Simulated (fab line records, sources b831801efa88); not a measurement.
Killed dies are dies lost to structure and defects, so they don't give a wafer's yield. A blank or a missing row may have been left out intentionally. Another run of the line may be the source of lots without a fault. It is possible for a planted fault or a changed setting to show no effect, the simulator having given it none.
Which tool was responsible? + flow gf180mcu + 12 lots, 36 wafers sampled, at 3 steps of a route of 602

== WHAT THE GAUGES SHOWED, per wafer ==
GF_PSD_CD_MEAS_07 targets a cd of 400 nm.
| lot  | measured     | on        | cd-nm (nm)        |
|------|--------------|-----------|-------------------|
| L983 | day 14 19:17 | cd-sem-02 | 401.3 403.5 404.2 |
| L984 | day 15 03:13 | cd-sem-01 | 402.7 401.1 400.9 |
| L985 | day 15 13:17 | cd-sem-01 | 397.7 397.1 401.1 |
| L987 | day 16 08:02 | cd-sem-01 | 397.1 397.0 397.4 |
| L988 | day 16 14:17 | cd-sem-02 | 398.8 401.0 402.1 |
| L989 | day 17 03:26 | cd-sem-02 | 401.4 404.0 398.6 |
| L990 | day 17 09:39 | cd-sem-01 | 401.7 402.8 401.0 |
| L992 | day 18 04:25 | cd-sem-01 | 399.5 398.7 400.2 |
| L993 | day 18 07:12 | cd-sem-01 | 402.8 400.4 402.5 |
| L100 | day 21 00:37 | cd-sem-02 | 398.3 402.3 400.7 |
| L101 | day 21 09:23 | cd-sem-01 | 400.5 402.7 401.9 |
| L104 | day 22 12:06 | cd-sem-02 | 398.6 399.6 399.2 |

GF_SAB_CD_MEAS_09 targets a cd of 420 nm.
| lot  | measured     | on        | cd-nm (nm)        |
|------|--------------|-----------|-------------------|
| L983 | day 15 16:47 | cd-sem-02 | 418.6 420.3 419.7 |
| L984 | day 16 02:32 | cd-sem-02 | 416.6 419.6 419.9 |
| L985 | day 16 11:59 | cd-sem-02 | 421.6 421.6 422.1 |
| L987 | day 17 06:49 | cd-sem-02 | 420.1 421.1 419.9 |
| L988 | day 17 13:38 | cd-sem-01 | 420.2 420.0 417.5 |
| L989 | day 18 03:32 | cd-sem-02 | 417.1 416.6 418.5 |
| L990 | day 18 09:07 | cd-sem-01 | 419.6 418.4 419.5 |
| L992 | day 19 05:08 | cd-sem-01 | 419.3 419.2 419.9 |
| L993 | day 19 13:19 | cd-sem-01 | 419.4 422.3 419.1 |
| L100 | day 22 01:22 | cd-sem-02 | 428.6 428.0 428.2 |
| L101 | day 22 10:02 | cd-sem-02 | 427.2 427.7 426.1 |
| L104 | day 23 11:44 | cd-sem-01 | 419.9 420.8 421.5 |

== WHICH TOOL RAN EACH LOT (tool, then ch and the chambers of the sampled wafers, then the start) ==
| lot  | GF_SAB_COAT_04                    |
|------|-----------------------------------|
| L983 | litho-track-02 ch 0, day 15 06:14 |
| L984 | litho-track-02 ch 0, day 15 15:14 |
| L985 | litho-track-02 ch 0, day 16 01:04 |
| L987 | litho-track-04 ch 0, day 16 19:20 |
| L988 | litho-track-04 ch 0, day 17 02:11 |
| L989 | litho-track-01 ch 0, day 17 15:37 |
| L990 | litho-track-02 ch 0, day 17 21:58 |
| L992 | litho-track-01 ch 0, day 18 16:53 |
| L993 | litho-track-02 ch 0, day 18 19:52 |
| L100 | litho-track-01 ch 0, day 21 13:16 |
| L101 | litho-track-01 ch 0, day 21 21:44 |
| L104 | litho-track-04 ch 0, day 23 00:03 |
- GF_SAB_COAT_04: resist thk 1000 nm.

== WHAT THE TOOLS THEMSELVES READ (means of the sampled wafers that have a number; where no wafer has one, the mark that the record gives instead) ==
GF_SAB_COAT_04.
| lot  | tool           | resist-line-temp-C (C) |
|------|----------------|------------------------|
| L983 | litho-track-02 | 22.92                  |
| L984 | litho-track-02 | 23.06                  |
| L985 | litho-track-02 | 22.99                  |
| L987 | litho-track-04 | 22.98                  |
| L988 | litho-track-04 | 23.11                  |
| L989 | litho-track-01 | 22.96                  |
| L990 | litho-track-02 | 22.91                  |
| L992 | litho-track-01 | 22.95                  |
| L993 | litho-track-02 | 23.06                  |
| L100 | litho-track-01 | 22.97                  |
| L101 | litho-track-01 | 22.97                  |
| L104 | litho-track-04 | 23.01                  |

== THE ANSWER, worked out from the rows above alone ==
Rule: the usual values come from the lots themselves. The widest of any qualifying gaps counts: lots, ordered by their means at a reading, are off when they make up no more than a third of the lots, leave a main group of 4 or more, and stand apart from it by 3 or more times the standard deviation of that group's means. The tables above print the reading to a certain number of digits; a main group whose means all agree to those digits is not used. A lot without any number at a reading at which 4 lots or more have one is off too. Where the step has rows for the other lots, those lots are counted as sound. The gauges are gone through in route order, then the tools' own readings, and for those a lot's mean is taken as printed above. At the first step where some lot is off, the reading lying furthest off is the one used; lots without a number count as furthest.
Off, at GF_SAB_CD_MEAS_09 on cd-nm: L100, L101. For the main group the mean is 419.7 nm and the standard deviation 1.1.
A tool fits if, at a process step before that reading, it ran every lot that is off, and no sound lot after the first of them. Gauges at GF_SAB_CD_MEAS_09: tried the same way as those tools. Undecided on this evidence; 2 tools fit (litho-track-01 at GF_SAB_COAT_04, cd-sem-02 at GF_SAB_CD_MEAS_09).

== WHAT HAD BEEN PUT IN BY THE SIMULATOR ==
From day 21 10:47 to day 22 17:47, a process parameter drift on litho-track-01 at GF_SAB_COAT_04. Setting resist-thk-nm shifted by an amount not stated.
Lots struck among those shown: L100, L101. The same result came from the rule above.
